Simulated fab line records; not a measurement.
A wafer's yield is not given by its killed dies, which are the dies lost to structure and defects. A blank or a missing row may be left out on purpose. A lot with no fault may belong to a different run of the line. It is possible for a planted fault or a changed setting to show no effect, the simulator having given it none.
Comparing a struck lot with a sound one / flow sky130 / 15 steps out of a route of 708
Sound: wafers L719.2, L719.3, L719.6. Struck: wafer L708.6 (left out: L708.3, a lot-mate that was not struck); the cause follows at the end.
For every step that has rows: the tool of each side, followed by ch and its chambers, followed by its first start. Under that, the readings that differ: sound wafers / struck wafers / difference of the means / sigmas: that difference in standard deviations of wafers without a fault.
alike: readings with means less than 2 such deviations apart, plus words and numbers identical on both sides. not compared: withheld readings, readings lacking a value on some wafer, bounds such as >300 that could conceal the same value, and numbers that have no deviation in the record and whose values overlap.
Wherever a step has rows on one side only, a row that says differs or no value, or a row with sigmas, the two part there. Numbers that don't overlap but have no deviation are shown without sigmas and don't part them. A reading missing from all wafers of one side parts the sides only when that side holds two or more wafers.

first, 3 steps without rows for these wafers: SKY_PASSIVATION_EXPOSE_08 (exposes mask NSM, target cd 3000 nm); SKY_PASSIVATION_PEB_09; SKY_PASSIVATION_DEVELOP_10 (develop time 60 s).
SKY_PASSIVATION_ETCH_11: etches the open film in CF4/O2, stops on AlCu, target depth 725 nm, time 161.1 s.
  sound on rie_diel-03 ch 0,2, day 50 06:07; struck on rie_diel-04 ch 3, day 48 02:14
  alike: chamber_pressure_mTorr, drypump_motor_current_A, oes_product_au, run_length_s, throttle_valve_pct
  not compared: rf_hours_counter_h
SKY_PASSIVATION_STRIP_12: strips in O2/N2.
  sound on plasma_asher-02 ch 1, day 50 06:13; struck on plasma_asher-02 ch 1, day 48 02:23
reading=chamber_pressure_mTorr (mTorr); sound=1499.7 1498.6 1498.8; struck=1501.9; difference=+2.9; sigmas=+2
  alike: drypump_motor_current_A, o2_flow_sccm, oes_product_au, strip_time_to_endpoint_s
  not compared: rf_hours_counter_h
then, 7 steps without rows for these wafers: SKY_PAD_OPEN_DEHYDRATE_00 (time 60 s); SKY_PAD_OPEN_HMDS_01 (prime time 60 s); SKY_PAD_OPEN_COAT_02 (resist thk 3000 nm); SKY_PAD_OPEN_SOFTBAKE_03; SKY_PAD_OPEN_EXPOSE_04 (exposes mask PDM, target cd 60000 nm); SKY_PAD_OPEN_PEB_05; SKY_PAD_OPEN_DEVELOP_06 (develop time 60 s).
SKY_PAD_OPEN_ETCH_07: etches the open film in CF4/O2, stops on AlCu, target depth 725 nm, time 161.1 s.
  sound on rie_diel-03 ch 1,2, day 50 22:04; struck on rie_diel-02 ch 2, day 48 20:40
reading=oes_product_au (a.u.); sound=0.973 0.984 0.970; struck=0.877; difference=-0.099; sigmas=-15
reading=run_length_s (s); sound=189.6 188.6 189.7; struck=222.8; difference=+33.5; sigmas=+80
reading=throttle_valve_pct (%); sound=5.972 5.957 5.966; struck=5.929; difference=-0.036; sigmas=-4
  alike: chamber_pressure_mTorr, drypump_motor_current_A
  not compared: rf_hours_counter_h
SKY_PAD_OPEN_STRIP_08: strips in O2/N2.
  sound on plasma_asher-03 ch 0,1, day 50 22:11; struck on plasma_asher-04 ch 0, day 48 20:48
reading=o2_flow_sccm (sccm); sound=2975 2991 2987; struck=3013; difference=+29; sigmas=+3
  alike: chamber_pressure_mTorr, drypump_motor_current_A, oes_product_au
  not compared: rf_hours_counter_h
SKY_PAD_OPEN_PROBE_99:
  sound: prober-02 at day 51 00:26; struck: prober-01 at day 48 23:28
  alike: defect_limited_yield, killed_at_M0_to_M3, killed_at_M4_up, killed_at_contacts, killed_at_front_end, killed_at_other, killed_dies, killed_open, killed_short, sort_bin_3_pad_short, sort_bin_5_function, sort_bin_6_memory, sort_n_pass, sort_yield_pct

== WHERE THEY PART ==
Earliest at SKY_PASSIVATION_STRIP_12; latest, in this record, at SKY_PAD_OPEN_STRIP_08. Later steps at which nothing parts them and some readings are alike: SKY_PAD_OPEN_PROBE_99.

WHY: the cause the simulator had injected
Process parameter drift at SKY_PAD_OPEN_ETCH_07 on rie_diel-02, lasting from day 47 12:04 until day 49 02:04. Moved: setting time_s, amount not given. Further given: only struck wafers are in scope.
